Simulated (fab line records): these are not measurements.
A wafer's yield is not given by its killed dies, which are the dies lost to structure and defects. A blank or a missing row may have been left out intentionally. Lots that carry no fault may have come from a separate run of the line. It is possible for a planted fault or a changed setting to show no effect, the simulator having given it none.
A single fault, viewed from 2 desks ; flow sky130 ; each desk has only its own numbers; what lay behind them comes last

== METROLOGY DESK ==
What the gauges read, lot by lot, whatever tool the lot ran on: means of the sampled wafers that have a number. The brackets show how far a lot's mean lies from the usual mean; more than 4 standard deviations puts the lot out of limits, marked OUT.
Columns: A = CONTACT_CVD_00_THK at SKY_CONTACT_THK_MEAS_01, usual 75.2 nm
lot;first seen here;A
L379;day 30 21:08;74.9
L380;day 31 09:17;74.5
L381;day 31 17:30;75.4
L382;day 31 20:11;76.0
L383;day 32 06:51;76.5
L393;day 35 19:37;75.9
L394;day 36 03:58;75.1
L395;day 36 04:32;76.1
L396;day 36 06:23;76.0
L398;day 36 23:14;74.9
L399;day 37 10:59;75.5
L400;day 38 01:02;75.9
L401;day 38 07:47;75.8
This desk's finding: nothing out of limits on any of the 13 lots.

== DESK OF THE TOOL OWNER: rie metal-03 ==
The tool's own readings at SKY_LOCAL_INTERCONNECT_METAL_ETCH_14 (etches TiN in Cl2/BCl3, stops on PSG, target depth 110 nm, time 31.4 s): means of the sampled wafers that have a number, for each lot that ran on this tool. The brackets show how far a lot's mean lies from the usual mean; more than 4 standard deviations puts the lot out of limits, marked OUT.
Columns: A = bias w at SKY_LOCAL_INTERCONNECT_METAL_ETCH_14, usual 48.52 W; B = drypump motor current A at SKY_LOCAL_INTERCONNECT_METAL_ETCH_14, usual 5.8 A; C = oes product au at SKY_LOCAL_INTERCONNECT_METAL_ETCH_14, usual 0.944 a.u.; D = throttle valve pct at SKY_LOCAL_INTERCONNECT_METAL_ETCH_14, usual 21.899 %
lot;first seen here;A;B;C;D
L380;day 31 08:34;48.58;5.6;0.943;21.892
L381;day 31 16:49;48.54;5.5;0.948;21.897
L383;day 32 06:10;59.57 (+92) OUT;5.5;0.935;21.919
L394;day 36 03:17;48.45;5.6;0.958;21.895
L395;day 36 03:51;48.47;5.5;0.932;21.914
L398;day 36 22:34;48.44;5.6;0.957;21.896
L399;day 37 10:19;48.52;5.6;0.960;21.890
L400;day 38 00:21;48.46;5.5;0.949;21.899
This desk's finding: out of limits on L383; first on L383, day 32 06:10 (bias w at SKY_LOCAL_INTERCONNECT_METAL_ETCH_14). Within limits: L380, L381, L394, L395, L398, L399, L400.

== PUT TOGETHER ==
An alarm could have come from the tool owner's desk at day 32 06:10, on L383.
Nothing out of limits was seen by the metrology desk.
The metrology desk holds a record of L383, inside its limits.
The lots listed all ran SKY_LOCAL_INTERCONNECT_METAL_ETCH_14 on rie metal-03.

== WHAT THE SIMULATOR HAD PUT IN ==
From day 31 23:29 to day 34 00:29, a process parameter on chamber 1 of rie metal-03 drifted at SKY_LOCAL_INTERCONNECT_METAL_ETCH_14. Setting bias w shifted by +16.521 from 48.5. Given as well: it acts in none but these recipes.
Shown lots that were struck: L383.
Time in hours from fault onset to the first out-of-limits reading at each desk: the tool owner's desk, 7.
